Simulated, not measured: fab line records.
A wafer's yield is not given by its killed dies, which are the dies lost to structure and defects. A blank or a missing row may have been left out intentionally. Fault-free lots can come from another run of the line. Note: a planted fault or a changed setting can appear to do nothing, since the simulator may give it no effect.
Which tool is to blame? ; flow sky130 ; 21 wafers from 7 lots sampled at 5 of the route's 708 steps

WHAT THE GAUGES READ, wafer by wafer
SKY_POLY_GATE_CD_MEAS_22.
lot;measured;on;cdNm (nm)
L386;day 17 12:37;cdSem-01;149.9 151.2 146.4
L388;day 18 08:53;cdSem-01;148.0 147.3 147.3
L392;day 20 06:25;cdSem-01;147.4 150.6 148.7
L395;day 20 18:28;cdSem-01;152.2 149.4 149.1
L401;day 22 08:17;cdSem-01;- - -
L403;day 23 10:47;cdSem-02;- - -
L407;day 24 08:44;cdSem-02;151.3 152.5 148.9

WHICH TOOL RAN EACH LOT (tool, then ch and the chambers of the sampled wafers, then the start)
lot;SKY_SONOS_ONO_STRIP_17;SKY_POLY_GATE_ETCH_15;SKY_POLY_GATE_ETCH_16;SKY_POLY_GATE_ETCH_17
L386;plasmaAsher-02 ch 0,1, day 13 15:52;rieDiel-03 ch 0,3, day 17 08:40;rieDiel-03 ch 0,3, day 17 08:45;rieSi-01 ch 1,2,3, day 17 08:50
L388;plasmaAsher-01 ch 0,1, day 14 11:58;rieDiel-03 ch 0,2,3, day 18 05:55;rieDiel-03 ch 0,2,3, day 18 06:01;rieSi-01 ch 1,2, day 18 06:04
L392;plasmaAsher-02 ch 0,1, day 16 00:42;rieDiel-03 ch 0,2,3, day 20 02:41;rieDiel-03 ch 0,2,3, day 20 02:46;rieSi-02 ch 1,2, day 20 02:52
L395;plasmaAsher-02 ch 0, day 16 14:26;rieDiel-03 ch 0,1,2, day 20 16:44;rieDiel-03 ch 0,1,2, day 20 16:49;rieSi-02 ch 0,1,3, day 20 16:55
L401;plasmaAsher-03 ch 0,1, day 18 04:17;rieDiel-01 ch 0,2,3, day 22 06:32;rieDiel-01 ch 0,2,3, day 22 06:37;rieSi-01 ch 2,3, day 22 06:43
L403;plasmaAsher-02 ch 0,1, day 19 04:58;rieDiel-01 ch 1,2,3, day 23 09:02;rieDiel-01 ch 1,2,3, day 23 09:07;rieSi-01 ch 0,2, day 23 09:13
L407;plasmaAsher-03 ch 0,1, day 20 02:20;rieDiel-02 ch 1,2,3, day 24 07:02;rieDiel-02 ch 1,2,3, day 24 07:07;rieSi-01 ch 0,2,3, day 24 07:13
- SKY_SONOS_ONO_STRIP_17: strips in O2/N2.
- SKY_POLY_GATE_ETCH_15: etches BARC in N2/H2, stops on SiO2, time 118.5 s, target depth 110 nm.
- SKY_POLY_GATE_ETCH_16: etches Si3N4 in CH3F/O2, stops on poly-Si, time 147.5 s, target depth 75 nm.
- SKY_POLY_GATE_ETCH_17: etches poly-Si in HBr/Cl2, stops on SiO2, target depth 180 nm, time 70.5 s.

THE ANSWER, worked out from the rows above alone
Rule: the usual values come from the lots themselves. Put in order of their means at a reading, lots are off if they are a third of the lots or fewer, leave a main group of 4 or more, and stand apart from it by a gap of 3 or more times the standard deviation of the main group's means; of several such gaps the widest counts. A main group is skipped when, at the precision printed for the reading in the tables above, its means are all equal. A lot without any number at a reading at which 4 lots or more have one is off too. Where the step has rows for the other lots, those lots are counted as sound.
Off, at SKY_POLY_GATE_CD_MEAS_22 on cdNm: L401, L403. Without a number there: L401, L403. For the main group the mean is 149.3 nm and the standard deviation 1.2.
If a tool, at a process step before that reading, ran all the lots that are off and no sound lot after the first of them, it fits. Gauges at SKY_POLY_GATE_CD_MEAS_22: tried the same way as those tools. One fits: SKY_POLY_GATE_ETCH_15 and SKY_POLY_GATE_ETCH_16 on rieDiel-01. It ran no sound lot before its first lot that is off in this sample, so the start can't be narrowed down.

WHAT THE SIMULATOR PUT IN
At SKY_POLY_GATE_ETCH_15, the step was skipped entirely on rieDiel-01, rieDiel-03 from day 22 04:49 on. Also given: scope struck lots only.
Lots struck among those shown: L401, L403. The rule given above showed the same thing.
